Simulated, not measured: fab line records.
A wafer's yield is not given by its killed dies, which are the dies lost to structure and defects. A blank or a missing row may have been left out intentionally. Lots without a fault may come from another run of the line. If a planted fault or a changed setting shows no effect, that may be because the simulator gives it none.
2 desks, one fault | flow gf180mcu | what lay behind the numbers comes last; until then each desk has only its own

## METROLOGY DESK
Means of the sampled wafers that have a number, per lot and without regard to the tool the lot ran on: this is what the gauges read. Marked OUT: a lot whose mean sits more than 4 standard deviations from the usual mean, which makes it out of limits; the brackets give that distance.
Columns: A = M3_OVL at GF_M3_OVL_MEAS_15, usual -3 nm; B = V3_CVD_02_THK at GF_V3_THK_MEAS_03, usual 847 nm
lot  | first seen here | A   | B
L687 | day 21 16:37    | 7   | 834
L689 | day 22 15:57    | -10 | 833
L690 | day 22 22:46    | 0   | 851
L691 | day 23 05:04    | -10 | 837
L697 | day 25 08:58    | -9  | 852
L700 | day 26 10:38    | -3  | 856
L701 | day 26 21:16    | 0   | 834
L702 | day 26 22:15    | -3  | 844
L703 | day 27 05:44    | -3  | 846
L706 | day 28 00:47    | -9  | 843
L707 | day 28 09:32    | -3  | 855
L708 | day 28 15:25    | 2   | 855
Finding of this desk: none of the 12 lots has anything out of limits.

## FOR THE TOOL OWNER'S DESK: lithoTrack-02
The tool's own readings at GF_V3_COAT_09 (resist thk 1000 nm): means of the sampled wafers that have a number, for each lot that ran on this tool. Marked OUT: a lot whose mean sits more than 4 standard deviations from the usual mean, which makes it out of limits; the brackets give that distance.
Columns: A = dispensePressureKPa at GF_V3_COAT_09, usual 51.6 kPa
lot  | first seen here | A
L687 | day 22 05:00    | 48.9
L690 | day 23 11:00    | 48.8
L691 | day 23 18:00    | 48.9
L700 | day 26 21:00    | 48.9
L701 | day 27 08:00    | 48.9
Finding of this desk: none of the 5 lots has anything out of limits.

## TAKEN TOGETHER
From the metrology desk's view, nothing was out of limits.
Nothing out of limits was seen by the tool owner's desk.

## WHAT THE SIMULATOR PUT IN
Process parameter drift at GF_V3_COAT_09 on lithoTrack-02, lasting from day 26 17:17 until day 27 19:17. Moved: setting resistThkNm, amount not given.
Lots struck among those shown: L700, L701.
